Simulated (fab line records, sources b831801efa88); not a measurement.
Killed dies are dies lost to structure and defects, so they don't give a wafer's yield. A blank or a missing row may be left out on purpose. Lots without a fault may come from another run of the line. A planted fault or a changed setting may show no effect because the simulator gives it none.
Which tool did it? | flow sky130 | 12 lots, 36 wafers sampled, at 5 steps of a route of 708

WHAT THE GAUGES READ, wafer by wafer
SKY_SONOS_ONO_THK_MEAS_01. Usual: SONOS_ONO_OXIDATION_THK 2.58 nm, standard deviation 0.052.
lot  | measured     | on            | SONOS_ONO_OXIDATION_THK (nm) | flag
L603 | day 11 11:15 | film_metro-01 | 2.58 2.56 2.54               |
L604 | day 11 19:41 | film_metro-01 | 2.69 2.68 2.64               |
L605 | day 12 02:16 | film_metro-03 | 2.61 2.59 2.59               |
L607 | day 13 11:48 | film_metro-03 | 2.59 2.64 2.64               |
L610 | day 13 17:03 | film_metro-01 | 2.83 2.84 2.87               | OFF
L611 | day 14 02:09 | film_metro-01 | 2.92 2.88 2.81               | OFF
L616 | day 15 17:10 | film_metro-01 | 2.61 2.56 2.64               |
L619 | day 16 22:53 | film_metro-03 | 2.56 2.56 2.57               |
L620 | day 17 04:31 | film_metro-03 | 2.65 2.60 2.70               |
L621 | day 17 07:15 | film_metro-01 | 2.55 2.65 2.62               |
L622 | day 17 21:08 | film_metro-01 | 2.59 2.59 2.58               |
L625 | day 18 14:45 | film_metro-02 | 2.55 2.53 2.55               |

SKY_LDD_HVN_TW_MEAS_10. Usual: LDD_HVN_TW 1433, standard deviation 9.4.
lot  | measured     | on            | LDD_HVN_TW     | flag
L603 | day 20 04:45 | film_metro-01 | 1425 1425 1433 |
L604 | day 20 08:39 | film_metro-01 | 1424 1423 1425 |
L605 | day 20 11:07 | film_metro-03 | 1459 1457 1451 |
L607 | day 22 08:23 | film_metro-04 | 1439 1439 1440 |
L610 | day 25 07:14 | film_metro-04 | 1427 1429 1429 |
L611 | day 25 05:45 | film_metro-04 | 1428 1425 1425 |
L616 | day 25 08:17 | film_metro-01 | 1429 1429 1434 |
L619 | day 26 03:56 | film_metro-01 | 1433 1429 1432 |
L620 | day 26 09:12 | film_metro-01 | 1421 1437 1429 |
L621 | day 26 12:25 | film_metro-03 | 1426 1424 1418 |
L622 | day 27 00:20 | film_metro-04 | 1429 1422 1430 |
L625 | day 29 01:35 | film_metro-01 | 1424 1430 1430 |

SKY_SD_P_TW_MEAS_11. Usual: SD_P_TW 2825, standard deviation 18.
lot  | measured     | on            | SD_P_TW        | flag
L603 | day 25 09:40 | film_metro-03 | 2847 2840 2840 |
L604 | day 25 12:10 | film_metro-04 | 2818 2802 2823 |
L605 | day 25 15:16 | film_metro-03 | 2836 2835 2829 |
L607 | day 27 09:22 | film_metro-01 | 2807 2812 2802 |
L610 | day 30 06:07 | film_metro-03 | 2837 2842 2846 |
L611 | day 30 03:22 | film_metro-04 | 2834 2841 2839 |
L616 | day 30 06:33 | film_metro-03 | 2838 2854 2848 |
L619 | day 31 00:28 | film_metro-01 | 2807 2817 2834 |
L620 | day 31 01:43 | film_metro-03 | 2816 2826 2817 |
L621 | day 31 07:24 | film_metro-01 | 2811 2833 2823 |
L622 | day 31 19:58 | film_metro-04 | 2825 2826 2832 |
L625 | day 33 17:40 | film_metro-03 | 2806 2827 2817 |

WHICH TOOL RAN EACH LOT (tool, then ch and the chambers of the sampled wafers, then the start)
lot  | SKY_SONOS_ONO_OXIDATION_00    | SKY_SPACER_ETCHBACK_02
L603 | furnace-01 ch 0, day 11 09:53 | rie_diel-02 ch 0,1,3, day 22 22:02
L604 | furnace-01 ch 0, day 11 18:20 | rie_diel-01 ch 0,2,3, day 23 00:12
L605 | furnace-02 ch 0, day 12 00:55 | rie_diel-04 ch 0,1, day 23 03:24
L607 | furnace-01 ch 0, day 13 10:27 | rie_diel-04 ch 2,3, day 24 22:33
L610 | furnace-01 ch 0, day 13 15:37 | rie_diel-01 ch 0,1,3, day 27 21:29
L611 | furnace-01 ch 0, day 14 00:49 | rie_diel-02 ch 1,2,3, day 27 18:56
L616 | furnace-02 ch 0, day 15 15:48 | rie_diel-01 ch 0,1, day 27 21:33
L619 | furnace-02 ch 0, day 16 21:31 | rie_diel-02 ch 0,1,3, day 28 17:20
L620 | furnace-02 ch 0, day 17 03:11 | rie_diel-02 ch 0,2,3, day 28 19:32
L621 | furnace-01 ch 0, day 17 05:53 | rie_diel-02 ch 0,1,2, day 28 23:05
L622 | furnace-01 ch 0, day 17 19:47 | rie_diel-01 ch 0,1,2, day 29 12:07
L625 | furnace-01 ch 0, day 18 13:24 | rie_diel-04 ch 0,1,2, day 31 11:29
- SKY_SONOS_ONO_OXIDATION_00: stabilise 600 s, purge 300 s, target thk 2.6 nm.
- SKY_SPACER_ETCHBACK_02: etches Si3N4 in CH3F/O2, stops on SiO2, time 46.7 s, target depth 45 nm.

WHAT THE TOOLS THEMSELVES READ (means of the sampled wafers that have a number; where no wafer has one, the mark that the record gives instead)
SKY_SONOS_ONO_OXIDATION_00. Usual: zone_power_lower_pct 14.1 %, standard deviation 0.48; zone_power_top_pct 29 %, standard deviation 5.3.
lot  | tool       | zone_power_lower_pct (%) | zone_power_top_pct (%) | flag
L603 | furnace-01 | 14.5                     | 24                     |
L604 | furnace-01 | 14.6                     | 24                     |
L605 | furnace-02 | 13.7                     | 35                     |
L607 | furnace-01 | 14.5                     | 24                     |
L610 | furnace-01 | 14.5                     | 24                     |
L611 | furnace-01 | 14.5                     | 24                     |
L616 | furnace-02 | 13.6                     | 35                     |
L619 | furnace-02 | 13.4                     | 36                     |
L620 | furnace-02 | 13.7                     | 35                     |
L621 | furnace-01 | 14.5                     | 24                     |
L622 | furnace-01 | 14.5                     | 24                     |
L625 | furnace-01 | 14.6                     | 24                     |

SKY_SPACER_ETCHBACK_02. Usual: O2_flow_sccm 29.99 sccm, standard deviation 0.089; drypump_motor_current_A 5.6 A, standard deviation 0.53; oes_product_au 0.855 a.u., standard deviation 0.0064; throttle_valve_pct 10.562 %, standard deviation 0.0093.
lot  | tool        | O2_flow_sccm (sccm) | drypump_motor_current_A (A) | oes_product_au (a.u.) | throttle_valve_pct (%) | flag
L603 | rie_diel-02 | 29.98               | 6.0                         | 0.845                 | 10.561                 |
L604 | rie_diel-01 | 30.02               | 5.5                         | 0.862                 | 10.568                 |
L605 | rie_diel-04 | 29.93               | 5.1                         | 0.854                 | 10.568                 |
L607 | rie_diel-04 | 29.98               | 6.0                         | 0.857                 | 10.568                 |
L610 | rie_diel-01 | 30.06               | 5.5                         | 0.852                 | 10.561                 |
L611 | rie_diel-02 | 30.06               | 5.4                         | 0.860                 | 10.563                 |
L616 | rie_diel-01 | 29.91               | 5.6                         | 0.854                 | 10.571                 |
L619 | rie_diel-02 | 30.02               | 6.0                         | 0.851                 | 10.562                 |
L620 | rie_diel-02 | 30.02               | 5.7                         | 0.851                 | 10.550                 |
L621 | rie_diel-02 | 30.07               | 5.6                         | 0.850                 | 10.570                 |
L622 | rie_diel-01 | 29.95               | 5.7                         | 0.850                 | 10.556                 |
L625 | rie_diel-04 | 30.08               | 5.6                         | 0.860                 | 10.565                 |

THE ANSWER, worked out from the rows above alone
Rule: a lot is off if the mean of its wafers that have a number lies more than 3 standard deviations from the usual mean. A lot without any number at a reading at which 4 lots or more have one is off too. The other lots that the step has rows for count as sound. The gauges are gone through in route order, then the tools' own readings, and for those a lot's mean is taken as printed above. The first step at which some lot is off is used, and at that step the reading that is off furthest; a lot without a number counts as furthest.
Off: L610, L611, at SKY_SONOS_ONO_THK_MEAS_01 (SONOS_ONO_OXIDATION_THK).
A tool fits if, at a process step before that reading, it ran every lot that is off, and no sound lot after the first of them. The gauges at SKY_SONOS_ONO_THK_MEAS_01 are tried like those tools. None of those tried fits.

WHAT THE SIMULATOR HAD PUT IN
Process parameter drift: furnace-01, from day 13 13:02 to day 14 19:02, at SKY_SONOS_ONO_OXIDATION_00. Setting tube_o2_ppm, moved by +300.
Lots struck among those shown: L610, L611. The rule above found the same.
